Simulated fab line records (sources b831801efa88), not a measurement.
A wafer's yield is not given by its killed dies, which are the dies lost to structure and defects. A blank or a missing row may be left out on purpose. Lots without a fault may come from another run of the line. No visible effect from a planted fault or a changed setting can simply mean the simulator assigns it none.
Comparing a struck lot with a sound one || flow gf180mcu || 22 steps out of a route of 602
Sound: these wafers, L761.2, L761.4, L761.5. Struck: wafers L775.1, L775.2, L775.4. The cause is given at the end.
At each step with rows: each side's tool, then ch and its chambers, then its first start. Under that, the readings that differ: sound wafers || struck wafers || difference of the means || sigmas: that difference in standard deviations of wafers without a fault.
alike: readings with means less than 2 such deviations apart, plus words and numbers identical on both sides. not compared: withheld readings, readings lacking a value on some wafer, bounds such as >300 that could conceal the same value, and numbers that have no deviation in the record and whose values overlap.
A row with sigmas, a row that says differs or no value, or rows on one side alone: a step with any of these is where the two part. When numbers do not overlap yet have no deviation, they are printed without sigmas and do not part them. A reading missing from all wafers of one side parts the sides only when that side holds two or more wafers.

first, 1 step without rows for these wafers: GF_POLY_GATE_DEVELOP_09 (develop time 60 s).
GF_POLY_GATE_CD_MEAS_10: the cd target is 280 nm.
  struck on cd_sem-01, day 14 00:09; sound on cd_sem-02, day 9 16:28
  alike: cd_nm
GF_POLY_GATE_OVL_MEAS_11:
  struck on overlay-02, day 14 00:16; sound on overlay-02, day 9 16:35
  alike: POLY_GATE_OVL
GF_POLY_GATE_ETCH_12: etches BARC in N2/H2.
  sound on rie_diel-03 ch 1,2, day 9 16:37; struck on rie_diel-03 ch 1,2,3, day 14 00:18
  alike: drypump_motor_current_A, oes_product_au, throttle_valve_pct
GF_POLY_GATE_ETCH_13: etches poly-Si in HBr/Cl2, stops on SiO2, target depth 198.5 nm, time 69.6 s.
  sound on rie_si-01 ch 0,1, day 9 16:40; struck on rie_si-01 ch 0,1,2, day 14 00:22
  alike: HBr_flow_sccm, drypump_motor_current_A, oes_product_au, throttle_valve_pct
  not compared: rf_hours_counter_h
GF_POLY_GATE_STRIP_14: strips in O2/N2.
  sound on plasma_asher-01 ch 0,1, day 9 16:43; struck on plasma_asher-01 ch 0,1, day 14 00:25
  alike: drypump_motor_current_A, heater_power_w, oes_product_au
  not compared: rf_hours_counter_h
then, 2 steps without rows for these wafers: GF_POLY_GATE_CLEAN_15 (cleans in SC1/SC2, time 150 s); GF_POLY_GATE_OXIDATION_16 (stabilise 600 s, purge 300 s, target thk 4 nm).
GF_POLY_GATE_THK_MEAS_17:
  struck on film_metro-03, day 14 01:49; sound on film_metro-02, day 9 18:08
  alike: POLY_GATE_OXIDATION_THK
GF_POLY_GATE_CD_MEAS_18:
  struck on cd_sem-01, day 14 01:52; sound on cd_sem-01, day 9 18:12
  alike: cd_nm
then, 2 steps without rows for these wafers: GF_HV_LDD_DEHYDRATE_00 (time 60 s); GF_HV_LDD_HMDS_01 (prime time 60 s).
GF_HV_LDD_COAT_02: resist thk 1000 nm.
  sound on litho_track-04 ch 0, day 10 03:29; struck on litho_track-02 ch 0, day 14 12:32
{"reading": "model.NOVOLAK_of_HV_LDD_COAT_02.thk_nm (nm)", "sound": "1002 996.8 998.3", "struck": "860.1 859.2 859.5", "difference": -139.4, "sigmas": ""}
then, 3 steps without rows for these wafers: GF_HV_LDD_SOFTBAKE_03 (time 60 s); GF_HV_LDD_EXPOSE_04 (exposes mask Nplus LV AREA, target cd 400 nm); GF_HV_LDD_PEB_05.
GF_HV_LDD_DEVELOP_06: develop time 60 s.
  sound on litho_track-04 ch 0, day 10 11:59; struck on litho_track-03 ch 0, day 14 23:04
{"reading": "model.NOVOLAK_of_HV_LDD_COAT_02.thk_nm (nm)", "sound": "1001 996.4 997.9", "struck": "859.7 858.8 859.1", "difference": -139.2, "sigmas": ""}
GF_HV_LDD_CD_MEAS_07: the cd target is 400 nm.
  struck on cd_sem-01, day 14 23:13; sound on cd_sem-02, day 10 12:07
{"reading": "cd_nm (nm)", "sound": "399.5 399.3 399.5", "struck": "416.4 414.4 414.5", "difference": "+15.7", "sigmas": "+7"}
GF_HV_LDD_OVL_MEAS_08:
  struck on overlay-02, day 14 23:20; sound on overlay-02, day 10 12:14
  alike: HV_LDD_OVL
after that, 1 step had no rows for these wafers: GF_HV_LDD_IMPLANT_09.
GF_HV_LDD_STRIP_10: strips in O2/N2.
  sound on plasma_asher-04 ch 0, day 10 12:25; struck on plasma_asher-03 ch 0,1, day 14 23:32
{"reading": "oes_product_au (a.u.)", "sound": "0.723 0.713 0.711", "struck": "0.686 0.690 0.692", "difference": -0.026, "sigmas": -6}
{"reading": "strip_time_to_endpoint_s (s)", "sound": "12.65 12.58 12.61", "struck": "11.00 10.99 10.99", "difference": -1.62, "sigmas": -51}
  alike: drypump_motor_current_A, heater_power_w
  not compared: rf_hours_counter_h
GF_HV_LDD_TW_MEAS_11:
  struck on film_metro-01, day 14 23:38; sound on film_metro-04, day 10 12:31
  alike: HV_LDD_TW

== WHERE THEY PART ==
Earliest at GF_HV_LDD_CD_MEAS_07; latest, in this record, at GF_HV_LDD_STRIP_10. Later steps at which nothing parts them and some readings are alike: GF_HV_LDD_TW_MEAS_11.

WHY: whatever the simulator had introduced
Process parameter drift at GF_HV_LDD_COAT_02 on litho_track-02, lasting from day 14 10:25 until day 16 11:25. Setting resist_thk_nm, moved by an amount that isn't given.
